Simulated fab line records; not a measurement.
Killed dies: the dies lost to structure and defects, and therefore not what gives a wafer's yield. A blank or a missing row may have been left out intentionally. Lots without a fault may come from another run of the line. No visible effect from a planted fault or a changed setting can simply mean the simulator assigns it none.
Which tool is to blame? || flow gf180mcu || Sampling: 15 lots, 43 wafers, 5 of 602 route steps

## WHAT THE GAUGES READ, wafer by wafer
GF_NSD_OVL_MEAS_08. Usual: NSD_OVL typically reads -1.1 nm, with standard deviation 1.3.
{"lot": "L126", "measured": "day 13 08:26", "on": "overlay-02", "NSD_OVL (nm)": "-0.4 -2.0 -2.6", "flag": ""}
{"lot": "L127", "measured": "day 13 17:30", "on": "overlay-01", "NSD_OVL (nm)": "-0.5 -1.0 -0.8", "flag": ""}
{"lot": "L128", "measured": "day 14 01:08", "on": "overlay-02", "NSD_OVL (nm)": "0.4 0.7 1.4", "flag": ""}
{"lot": "L129", "measured": "day 14 04:32", "on": "overlay-01", "NSD_OVL (nm)": "-0.1 1.1 0.8", "flag": ""}
{"lot": "L130", "measured": "day 14 18:05", "on": "overlay-02", "NSD_OVL (nm)": "2.8 1.8 -0.2", "flag": ""}
{"lot": "L131", "measured": "day 15 04:02", "on": "overlay-01", "NSD_OVL (nm)": "-0.8 -2.7 -2.1", "flag": ""}
{"lot": "L132", "measured": "day 15 06:08", "on": "overlay-02", "NSD_OVL (nm)": "-1.3 -2.3 -1.5", "flag": ""}
{"lot": "L136", "measured": "day 16 19:11", "on": "overlay-02", "NSD_OVL (nm)": "-1.6 -0.5 -0.3", "flag": ""}
{"lot": "L138", "measured": "day 17 15:38", "on": "overlay-01", "NSD_OVL (nm)": "-1.2 -2.0", "flag": ""}
{"lot": "L140", "measured": "day 18 05:08", "on": "overlay-02", "NSD_OVL (nm)": "-2.3 -1.1", "flag": ""}
{"lot": "L142", "measured": "day 18 19:14", "on": "overlay-01", "NSD_OVL (nm)": "0.5 -0.8 0.3", "flag": ""}
{"lot": "L143", "measured": "day 19 00:23", "on": "overlay-01", "NSD_OVL (nm)": "-0.3 -0.6 -2.4", "flag": ""}
{"lot": "L146", "measured": "day 20 08:59", "on": "overlay-01", "NSD_OVL (nm)": "-1.8 0.0 0.0", "flag": ""}
{"lot": "L147", "measured": "day 20 14:23", "on": "overlay-02", "NSD_OVL (nm)": "-1.5 -2.3 -2.9", "flag": ""}
{"lot": "L149", "measured": "day 21 05:17", "on": "overlay-01", "NSD_OVL (nm)": "0.7 -1.1 -1.1", "flag": ""}

GF_PSD_CD_MEAS_07: the cd target is 400 nm. Usual: 399.9 nm for cd nm, sd 2.2.
{"lot": "L126", "measured": "day 14 05:34", "on": "cd sem-01", "cd nm (nm)": "404.4 403.8 400.6", "flag": ""}
{"lot": "L127", "measured": "day 14 14:39", "on": "cd sem-02", "cd nm (nm)": "402.7 402.9 399.4", "flag": ""}
{"lot": "L128", "measured": "day 14 22:55", "on": "cd sem-02", "cd nm (nm)": "399.5 396.2 397.0", "flag": ""}
{"lot": "L129", "measured": "day 15 06:25", "on": "cd sem-01", "cd nm (nm)": "399.2 398.3 397.7", "flag": ""}
{"lot": "L130", "measured": "day 15 15:40", "on": "cd sem-02", "cd nm (nm)": "397.3 400.4 396.6", "flag": ""}
{"lot": "L131", "measured": "day 16 01:46", "on": "cd sem-02", "cd nm (nm)": "402.4 403.0 402.1", "flag": ""}
{"lot": "L132", "measured": "day 16 04:18", "on": "cd sem-01", "cd nm (nm)": "401.1 401.3 397.4", "flag": ""}
{"lot": "L136", "measured": "day 17 18:02", "on": "cd sem-02", "cd nm (nm)": "398.1 399.2 397.2", "flag": ""}
{"lot": "L138", "measured": "day 18 15:34", "on": "cd sem-01", "cd nm (nm)": "400.2 426.7", "flag": "OFF"}
{"lot": "L140", "measured": "day 19 05:04", "on": "cd sem-02", "cd nm (nm)": "400.2 425.5", "flag": "OFF"}
{"lot": "L142", "measured": "day 19 18:59", "on": "cd sem-01", "cd nm (nm)": "424.4 427.1 402.5", "flag": "OFF"}
{"lot": "L143", "measured": "day 20 00:41", "on": "cd sem-01", "cd nm (nm)": "400.1 400.4 399.1", "flag": ""}
{"lot": "L146", "measured": "day 21 09:07", "on": "cd sem-01", "cd nm (nm)": "397.9 400.8 400.1", "flag": ""}
{"lot": "L147", "measured": "day 21 14:49", "on": "cd sem-01", "cd nm (nm)": "400.3 399.4 403.3", "flag": ""}
{"lot": "L149", "measured": "day 22 05:12", "on": "cd sem-02", "cd nm (nm)": "400.5 401.4 401.6", "flag": ""}

GF_PSD_OVL_MEAS_08. Usual: PSD_OVL typically reads -0.1 nm, with standard deviation 1.2.
{"lot": "L126", "measured": "day 14 05:41", "on": "overlay-02", "PSD_OVL (nm)": "-1.1 0.6 -1.1", "flag": ""}
{"lot": "L127", "measured": "day 14 14:44", "on": "overlay-01", "PSD_OVL (nm)": "1.1 0.4 -0.5", "flag": ""}
{"lot": "L128", "measured": "day 14 23:02", "on": "overlay-01", "PSD_OVL (nm)": "-0.5 2.5 -1.1", "flag": ""}
{"lot": "L129", "measured": "day 15 06:32", "on": "overlay-02", "PSD_OVL (nm)": "0.2 -1.7 0.5", "flag": ""}
{"lot": "L130", "measured": "day 15 15:47", "on": "overlay-01", "PSD_OVL (nm)": "0.1 0.0 0.9", "flag": ""}
{"lot": "L131", "measured": "day 16 01:53", "on": "overlay-02", "PSD_OVL (nm)": "2.3 -0.3 1.2", "flag": ""}
{"lot": "L132", "measured": "day 16 04:24", "on": "overlay-01", "PSD_OVL (nm)": "1.1 2.6 0.7", "flag": ""}
{"lot": "L136", "measured": "day 17 18:08", "on": "overlay-01", "PSD_OVL (nm)": "1.9 1.1 -1.4", "flag": ""}
{"lot": "L138", "measured": "day 18 15:41", "on": "overlay-01", "PSD_OVL (nm)": "1.4 1.5", "flag": ""}
{"lot": "L140", "measured": "day 19 05:11", "on": "overlay-02", "PSD_OVL (nm)": "1.3 -0.5", "flag": ""}
{"lot": "L142", "measured": "day 19 19:05", "on": "overlay-02", "PSD_OVL (nm)": "1.0 -0.5 0.0", "flag": ""}
{"lot": "L143", "measured": "day 20 00:47", "on": "overlay-02", "PSD_OVL (nm)": "0.3 -0.8 0.3", "flag": ""}
{"lot": "L146", "measured": "day 21 09:14", "on": "overlay-02", "PSD_OVL (nm)": "-0.9 0.0 -3.6", "flag": ""}
{"lot": "L147", "measured": "day 21 14:56", "on": "overlay-01", "PSD_OVL (nm)": "1.3 0.4 0.8", "flag": ""}
{"lot": "L149", "measured": "day 22 05:17", "on": "overlay-01", "PSD_OVL (nm)": "-1.9 -0.3 0.1", "flag": ""}

GF_PSD_TW_MEAS_11. Usual: PSD_TW typically reads 3176, with standard deviation 14.
{"lot": "L126", "measured": "day 14 05:58", "on": "film metro-01", "PSD_TW": "3181 3177 3193", "flag": ""}
{"lot": "L127", "measured": "day 14 15:02", "on": "film metro-01", "PSD_TW": "3191 3174 3179", "flag": ""}
{"lot": "L128", "measured": "day 14 23:19", "on": "film metro-03", "PSD_TW": "3154 3179 3156", "flag": ""}
{"lot": "L129", "measured": "day 15 06:49", "on": "film metro-01", "PSD_TW": "3186 3177 3199", "flag": ""}
{"lot": "L130", "measured": "day 15 16:04", "on": "film metro-01", "PSD_TW": "3175 3157 3161", "flag": ""}
{"lot": "L131", "measured": "day 16 02:10", "on": "film metro-03", "PSD_TW": "3156 3150 3159", "flag": ""}
{"lot": "L132", "measured": "day 16 04:41", "on": "film metro-04", "PSD_TW": "3188 3172 3183", "flag": ""}
{"lot": "L136", "measured": "day 17 18:25", "on": "film metro-03", "PSD_TW": "3188 3177 3185", "flag": ""}
{"lot": "L138", "measured": "day 18 15:58", "on": "film metro-04", "PSD_TW": "3180 3152", "flag": ""}
{"lot": "L140", "measured": "day 19 05:28", "on": "film metro-03", "PSD_TW": "3165 3194", "flag": ""}
{"lot": "L142", "measured": "day 19 19:23", "on": "film metro-03", "PSD_TW": "3187 3195 3214", "flag": ""}
{"lot": "L143", "measured": "day 20 01:05", "on": "film metro-03", "PSD_TW": "3167 3175 3168", "flag": ""}
{"lot": "L146", "measured": "day 21 09:31", "on": "film metro-01", "PSD_TW": "3180 3193 3195", "flag": ""}
{"lot": "L147", "measured": "day 21 15:13", "on": "film metro-01", "PSD_TW": "3179 3170 3174", "flag": ""}
{"lot": "L149", "measured": "day 22 05:35", "on": "film metro-04", "PSD_TW": "3172 3171 3159", "flag": ""}

## WHAT TOOL EACH LOT RAN ON (gives the tool, then ch and the chambers of the sampled wafers, and finally the start)
{"lot": "L126", "GF_PSD_DEVELOP_06": "litho track-01 ch 0, day 14 05:25"}
{"lot": "L127", "GF_PSD_DEVELOP_06": "litho track-04 ch 0, day 14 14:31"}
{"lot": "L128", "GF_PSD_DEVELOP_06": "litho track-03 ch 0, day 14 22:46"}
{"lot": "L129", "GF_PSD_DEVELOP_06": "litho track-04 ch 0, day 15 06:16"}
{"lot": "L130", "GF_PSD_DEVELOP_06": "litho track-03 ch 0, day 15 15:31"}
{"lot": "L131", "GF_PSD_DEVELOP_06": "litho track-03 ch 0, day 16 01:37"}
{"lot": "L132", "GF_PSD_DEVELOP_06": "litho track-03 ch 0, day 16 04:10"}
{"lot": "L136", "GF_PSD_DEVELOP_06": "litho track-04 ch 0, day 17 17:53"}
{"lot": "L138", "GF_PSD_DEVELOP_06": "litho track-03 ch 0, day 18 15:25"}
{"lot": "L140", "GF_PSD_DEVELOP_06": "litho track-03 ch 0, day 19 04:55"}
{"lot": "L142", "GF_PSD_DEVELOP_06": "litho track-03 ch 0, day 19 18:50"}
{"lot": "L143", "GF_PSD_DEVELOP_06": "litho track-01 ch 0, day 20 00:32"}
{"lot": "L146", "GF_PSD_DEVELOP_06": "litho track-01 ch 0, day 21 08:58"}
{"lot": "L147", "GF_PSD_DEVELOP_06": "litho track-04 ch 0, day 21 14:40"}
{"lot": "L149", "GF_PSD_DEVELOP_06": "litho track-01 ch 0, day 22 05:04"}
- GF_PSD_DEVELOP_06: develop time 60 s.

## WHAT THE TOOLS THEMSELVES READ (means of the sampled wafers that have a number; where no wafer has one, the mark that the record gives instead)
The record holds no such reading with a usual standard deviation.

## THE ANSWER, worked out from the rows above alone
Rule: take the mean of a lot's wafers that have a number; if it is more than 3 standard deviations from the usual mean, the lot is off. A lot without any number at a reading at which 4 lots or more have one is off too. All remaining lots with rows at the step are treated as sound. After the gauges, taken in route order, come the tools' own readings; for these a lot's mean is taken, as printed above. At the first step where some lot is off, the reading lying furthest off is the one used; lots without a number count as furthest.
Off: L138, L140, L142 (GF_PSD_CD_MEAS_07, cd nm).
A tool fits if, at a process step before that reading, it ran every lot that is off, and no sound lot after the first of them. Gauges at GF_PSD_CD_MEAS_07: tried the same way as those tools. One fits: GF_PSD_DEVELOP_06 on litho track-03. Its last sound lot is L132 (day 16 04:10), its first lot that is off L138 (day 18 15:25): a fault that began between those two fits.

## WHAT WAS PUT IN BY THE SIMULATOR
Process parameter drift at GF_PSD_DEVELOP_06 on litho track-03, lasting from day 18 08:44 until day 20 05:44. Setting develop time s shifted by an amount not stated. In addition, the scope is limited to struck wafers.
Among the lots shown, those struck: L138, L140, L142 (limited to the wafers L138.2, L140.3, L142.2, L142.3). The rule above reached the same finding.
